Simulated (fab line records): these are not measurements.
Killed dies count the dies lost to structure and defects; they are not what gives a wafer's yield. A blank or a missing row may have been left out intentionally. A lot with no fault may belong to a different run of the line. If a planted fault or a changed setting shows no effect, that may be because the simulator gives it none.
The tool behind it: which one?    flow gf180mcu    12 lots, 35 wafers sampled, at 4 steps of a route of 602

## WHAT EACH GAUGE READ, for each wafer
GF_CONTACT_OVL_MEAS_15.
lot   measured      on          CONTACT_OVL (nm)
L711  day 16 16:16  overlay-01  3 4 5
L712  day 16 21:01  overlay-02  4 9 0
L713  day 17 18:07  overlay-02  0 3 2
L715  day 18 15:35  overlay-01  8 6 10
L718  day 19 06:37  overlay-01  -15 -7 -6
L722  day 20 18:05  overlay-02  0 2
L729  day 23 01:33  overlay-01  4 -7 -3
L730  day 23 07:13  overlay-01  7 7 4
L731  day 23 13:25  overlay-01  7 -3 0
L732  day 24 04:01  overlay-02  3 5 4
L733  day 24 08:42  overlay-02  10 7 11
L734  day 24 13:10  overlay-01  -2 2 1

GF_M1_RS_MEAS_05: measures by four-point-probe.
lot   measured      on             M1_ALCU_RS (ohm/sq)
L711  day 16 17:41  film_metro-03  0.0705 0.0695 0.0693
L712  day 16 22:44  film_metro-03  0.0689 0.0702 0.0690
L713  day 17 19:38  film_metro-04  0.0685 0.0688 0.0693
L715  day 18 17:05  film_metro-02  0.0697 0.0695 0.0693
L718  day 19 08:13  film_metro-04  0.0693 0.0693 0.0691
L722  day 20 19:31  film_metro-04  0.0695 0.0700
L729  day 23 02:58  film_metro-04  0.0698 0.0704 0.0702
L730  day 23 08:37  film_metro-02  0.0698 0.0700 0.0704
L731  day 23 14:48  film_metro-03  0.0701 0.0695 0.0695
L732  day 24 05:27  film_metro-04  0.0695 0.0689 0.0691
L733  day 24 10:06  film_metro-04  0.0706 0.0707 0.0704
L734  day 24 14:35  film_metro-03  0.0693 0.0695 0.0694

GF_M1_CD_MEAS_14: the cd target is 230 nm.
lot   measured      on         cd_nm (nm)
L711  day 17 16:37  cd_sem-02  229.5 229.7 230.3
L712  day 17 21:50  cd_sem-02  229.7 229.2 229.2
L713  day 18 19:43  cd_sem-01  229.2 230.4 231.0
L715  day 19 17:45  cd_sem-01  231.8 230.8 230.8
L718  day 20 08:16  cd_sem-01  229.8 229.4 230.7
L722  day 21 19:47  cd_sem-02  232.0 224.4
L729  day 24 02:11  cd_sem-01  228.5 230.0 230.7
L730  day 24 07:01  cd_sem-01  229.4 228.2 228.5
L731  day 24 14:02  cd_sem-02  230.3 231.5 229.2
L732  day 25 03:53  cd_sem-02  228.7 229.5 229.4
L733  day 25 08:08  cd_sem-01  231.3 232.1 231.5
L734  day 25 12:18  cd_sem-01  228.4 228.8 228.4

## EACH LOT AND THE TOOL THAT RAN IT (in order: tool; ch and the chambers of the sampled wafers; start)
lot   GF_M1_EXPOSE_11
L711  krf_scanner-02 ch 0, day 17 05:00
L712  krf_scanner-02 ch 0, day 17 10:02
L713  krf_scanner-01 ch 0, day 18 07:49
L715  krf_scanner-01 ch 0, day 19 05:21
L718  krf_scanner-01 ch 0, day 19 21:01
L722  krf_scanner-01 ch 0, day 21 07:31
L729  krf_scanner-02 ch 0, day 23 14:11
L730  krf_scanner-02 ch 0, day 23 20:18
L731  krf_scanner-02 ch 0, day 24 02:59
L732  krf_scanner-01 ch 0, day 24 16:39
L733  krf_scanner-02 ch 0, day 24 21:58
L734  krf_scanner-02 ch 0, day 25 01:54
- GF_M1_EXPOSE_11: exposes mask Metal1, target cd 230 nm.

## WHAT THE TOOLS THEMSELVES READ (means of the sampled wafers that have a number; where no wafer has one, the mark that the record gives instead)
The record holds no such reading with a usual standard deviation.

## THE ANSWER, worked out from the rows above alone
Rule: what is usual is taken from the lots themselves. Put in order of their means at a reading, lots are off if they are a third of the lots or fewer, leave a main group of 4 or more, and stand apart from it by a gap of 3 or more times the standard deviation of the main group's means; of several such gaps the widest counts. A main group is skipped when, at the precision printed for the reading in the tables above, its means are all equal. Also off: a lot with no number at a reading for which 4 or more lots have one. The other lots that the step has rows for count as sound. After the gauges, taken in route order, come the tools' own readings; for these a lot's mean is taken, as printed above. At the first step where some lot is off, the reading lying furthest off is the one used; lots without a number count as furthest.
No lot is off on any of the readings shown, so nothing can be concluded from this.

## WHAT THE SIMULATOR HAD INSERTED
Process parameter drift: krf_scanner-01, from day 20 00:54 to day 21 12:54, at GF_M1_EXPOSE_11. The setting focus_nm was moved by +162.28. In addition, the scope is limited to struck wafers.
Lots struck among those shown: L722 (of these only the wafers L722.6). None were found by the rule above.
